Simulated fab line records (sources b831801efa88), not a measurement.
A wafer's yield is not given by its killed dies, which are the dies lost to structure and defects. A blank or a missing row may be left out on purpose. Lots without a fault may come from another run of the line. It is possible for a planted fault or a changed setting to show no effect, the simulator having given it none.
Code-filled problem report in 8D (eight disciplines) form    flow sky130    the parts of the form that need people (team, actions taken, sign-off) are left out

1. WHAT WENT WRONG
developer temp C at SKY_DNWELL_DEVELOP_06 reads a mean of 23.94 C on 6 wafers of 2 lots; wafers without a fault read 23.01 C with a standard deviation of 0.092. That is +10 standard deviations from the usual mean.
The step: develop time 60 s.
Earliest sighting: wafer L507.1 on litho track-01 at day 4 13:00. Wafers with a number at this step in the record: 39, from 13 lots. Rule for "out", or "out of limits": more than 4 standard deviations from the usual mean. The other wafers with a number count as sound.

2. WHAT IT IS; WHAT IT IS NOT
question                     is                      is not
which readings at this step  developer temp C        -
which lots                   L507, L511              L501, L502, L503, L506, L516, L517, L519, L520, L521, L522, L523
which wafers of those lots   all that have a number  -
read on which tools          litho track-01          litho track-02, litho track-03
when                         from day 4 13:00        up to then (12 sound wafers); but 21 sound wafers of L516, L517, L519, L520, L521, L522, L523 came after

3. WHAT RULES OUT EACH SUSPECT
Counting: a tool at any process step up to the reading remains a suspect when it ran all the lots that are out and ran no sound lot after the first of those.
- litho track-01 at SKY_DNWELL_DEVELOP_06 (develop time 60 s): ruled out as a lasting fault. Sound lots L520 ran on it after its first lot that is out, L507 (day 4 13:00).
Left after counting: nothing in the record.

4. THE CAUSE (what the simulator had put in)
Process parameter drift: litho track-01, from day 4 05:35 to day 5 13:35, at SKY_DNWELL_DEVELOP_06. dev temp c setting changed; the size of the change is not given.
Counting ruled it out, wrongly.

5. SEQUENCE OF EFFECTS, ordered by route
Each row: a reading whose mean over the struck wafers that have a number lies more than 3 standard deviations from the usual. Readings are gone through only where the record gives a usual standard deviation; hours: the median, over the lots, of the time from a lot's start at the first step in this table giving one to that lot's start at this step; sigmas: the change measured in usual standard deviations.
hours  step                   reading           usual    on struck wafers  change  sigmas
0      SKY_DNWELL_DEVELOP_06  developer temp C  23.01 C  23.94             +0.93   +10
Process steps it contains:
- SKY_DNWELL_DEVELOP_06: develop time 60 s.
At these later measuring or inspecting steps, every struck wafer for which the step has a row has a number for every such reading, and none has moved that far: SKY_VIA2_CD_MEAS_12.

6. HOW IT WOULD HAVE BEEN CAUGHT EARLIER
7 hours passed between the start of the fault at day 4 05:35 and the first reading out of limits in this record, taken at day 4 13:00.
